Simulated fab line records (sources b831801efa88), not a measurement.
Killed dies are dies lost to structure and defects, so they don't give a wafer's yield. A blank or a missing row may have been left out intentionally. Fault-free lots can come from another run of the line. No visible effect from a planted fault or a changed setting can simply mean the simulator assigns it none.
Problem report, 8D (eight disciplines) form, completed by code    flow gf180mcu    the parts of the form that need people (team, actions taken, sign-off) are left out

== 1. PROBLEM STATEMENT ==
Wafers without a fault read 20.99 C, standard deviation 0.1; developer_temp_C at GF_M5_DEVELOP_06 reads a mean of 21.79 C on 6 wafers belonging to 2 lots. That puts it +8.0 standard deviations away from the usual mean.
The step: develop time 60 s.
First observed at day 29 13:30: wafer L478.1, on litho_track-01. At this step, 39 wafers from 13 lots have a number in the record. Rule for "out" (also "out of limits"): further than 4 standard deviations from the usual mean. The rest of the wafers with a number are treated as sound.

== 2. WHAT IT IS; WHAT IT IS NOT ==
question                     is                      is not
which readings at this step  developer_temp_C        -
which lots                   L478, L480              L468, L469, L470, L472, L482, L483, L484, L486, L487, L489, L490
which wafers of those lots   all that have a number  -
read on which tools          litho_track-01          litho_track-02, litho_track-04
when                         from day 29 13:30       up to then (12 sound wafers); but 21 sound wafers of L482, L483, L484, L486, L487, L489, L490 came after

== 3. SUSPECTS, AND WHAT RULES EACH OUT ==
Counting: a tool stays on the suspect list if, at a process step up to the reading, it processed all lots that are out and no sound lot following the first of them.
- litho_track-01 at GF_M5_DEVELOP_06 (develop time 60 s): kept. It ran every lot that is out, first L478 (day 29 13:30), and no sound lot after that. On those wafers its own readings are out: developer_temp_C.
Left after counting: litho_track-01 at GF_M5_DEVELOP_06.

== 4. THE CAUSE (what the simulator had put in) ==
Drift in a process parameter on litho_track-01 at GF_M5_DEVELOP_06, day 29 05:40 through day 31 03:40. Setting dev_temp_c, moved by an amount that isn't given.
The count eliminated every tool but this one.

== 5. SEQUENCE OF EFFECTS, ordered by route ==
Each row: a reading whose mean over the struck wafers that have a number lies more than 3 standard deviations from the usual. Only readings for which the record gives a usual standard deviation are gone through. hours: the time from each lot's start at the first step in this table that gives one to its start at this step, as a median over the lots. sigmas: the change in usual standard deviations.
hours  step              reading           usual    on struck wafers  change  sigmas
0      GF_M5_DEVELOP_06  developer_temp_C  20.99 C  21.79             +0.80   +8.0
It contains these process steps:
- GF_M5_DEVELOP_06: develop time 60 s.

== 6. HOW IT WOULD HAVE BEEN CAUGHT EARLIER ==
In this record the first reading out of limits was taken at day 29 13:30, 8 hours after the fault began at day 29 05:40.
